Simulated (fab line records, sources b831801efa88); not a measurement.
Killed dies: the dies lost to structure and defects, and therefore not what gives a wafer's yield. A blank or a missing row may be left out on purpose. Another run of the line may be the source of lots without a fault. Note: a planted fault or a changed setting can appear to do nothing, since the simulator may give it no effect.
Split-lot experiment	flow gf180mcu	23 wafers read across 5 lots, on a route 602 steps long

## SPLIT DETAILS
At GF_V4_CMP_04 (polishes SiO2), the setting leaveAboveRefNm was moved away from the recipe's 632.5 nm on 7 of the 23 wafers read, by +2.6% to +6.0%. For the rest of the wafers, this setting stayed at what the recipe calls for.

## SPLIT TO READING: what lies between them in the file, 1 step
- GF_V4_COAT_09: resist thk 1000 nm (also split here: resistThkNm)

## THE READING
oesProductAu, in a.u., at GF_V4_ETCH_17 (etches SiO2 in C4F8/O2/Ar, stops on TiN, target depth 630 nm). Typical for fault-free wafers on this fab line: 0.856 a.u., with standard deviation 0.0046 a.u.

wafer	tool, chamber at the split	leaveAboveRefNm as run, nm	against the recipe	oesProductAu, a.u.	against lot-mates on the recipe
L074.1	cmp-01, 3	632.5	recipe	0.856	-
L074.2	cmp-01, 0	632.5	recipe	0.850	-
L074.3	cmp-01, 2	632.5	recipe	0.855	-
L078.1	cmp-01, 0	656	+3.7%	0.879	+0.025
L078.2	cmp-01, 3	632.5	recipe	0.853	-
L078.3	cmp-01, 2	632.5	recipe	0.849	-
L078.4	cmp-01, 1	632.5	recipe	0.859	-
L078.6	cmp-01, 3	656	+3.7%	0.875	+0.021
L081.1	cmp-02, 2	632.5	recipe	0.848	-
L081.3	cmp-02, 1	648.7	+2.6%	0.880	+0.026
L081.4	cmp-02, 3	632.5	recipe	0.860	-
L081.5	cmp-02, 1	648.7	+2.6%	0.866	+0.012
L081.6	cmp-02, 0	648.7	+2.6%	0.863	+0.009
L082.1	cmp-01, 2	632.5	recipe	0.851	-
L082.3	cmp-01, 3	670.5	+6.0%	0.888	+0.035
L082.4	cmp-01, 1	632.5	recipe	0.850	-
L082.5	cmp-01, 3	670.5	+6.0%	0.888	+0.035
L082.6	cmp-01, 0	632.5	recipe	0.858	-
L085.1	cmp-02, 3	632.5	recipe	0.853	-
L085.2	cmp-02, 0	632.5	recipe	0.857	-
L085.3	cmp-02, 1	632.5	recipe	0.848	-
L085.4	cmp-02, 2	632.5	recipe	0.853	-
L085.6	cmp-02, 2	632.5	recipe	0.857	-

THE FIT
A straight line over all 23 wafers: oesProductAu changes by +0.00592 a.u. for each +1% of leaveAboveRefNm; r = +0.94; the points scatter about the line by 0.0045 a.u.
The same after taking each lot's own level away (the mean of its wafers on the recipe; 23 wafers): +0.00596 a.u. for each +1%; r = +0.94; scatter 0.0044 a.u.
On that fit, the largest move of leaveAboveRefNm shifts the reading by 0.036 a.u.
The span of the lots' own levels, 0.8530 to 0.8540 a.u., comes to 0.2 times the standard deviation stated above.
Hence the lot-to-lot level has little effect on the slope; both slopes agree.
Check: +0.0363 a.u. against its lot-mates is what the line predicts for one of the wafers moved furthest among these (+6.0%) when that wafer is left out of the fit. Against them it came out at +0.035 a.u.
Tool readings at the split's step, against how far the setting was moved: timeToEndpointS r = -0.84.

## ADDITIONAL SPLITS CARRIED BY THESE WAFERS
Before the reading, these wafers also passed through other splits. Each is held against what the fit with the lots' levels taken away leaves over:
other split on the same wafers	wafers away from the commonest value	r with oesProductAu (lot level and that fit taken away)
GF_V4_COAT_09 resistThkNm	7	+0.01

## THE WHOLE CHAIN: every reading that the file lists as answering this split, in the file's order
step	what it does	reading	change (the file's fit)	r (the file's)
GF_V4_CMP_04	polishes SiO2	timeToEndpointS	withheld for each +1% of the setting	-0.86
GF_V4_CMP_04	polishes SiO2	SiO2_of_V4_CVD_02.thkNm (the simulator's own value, which no gauge read)	+6.39 nm for each +1% of the setting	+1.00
GF_V4_ETCH_17	etches SiO2 in C4F8/O2/Ar, stops on TiN, target depth 630 nm	oesProductAu	+0.00593 a.u. for each +1% of the setting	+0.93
GF_V4_ETCH_17	etches SiO2 in C4F8/O2/Ar, stops on TiN, target depth 630 nm	V4.featureDepthNm (the simulator's own value, which no gauge read)	+6.36 nm for each +1% of the setting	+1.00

## FILE'S OWN FIT
oesProductAu changes by +0.00593 a.u. for each +1% of leaveAboveRefNm, r = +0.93.
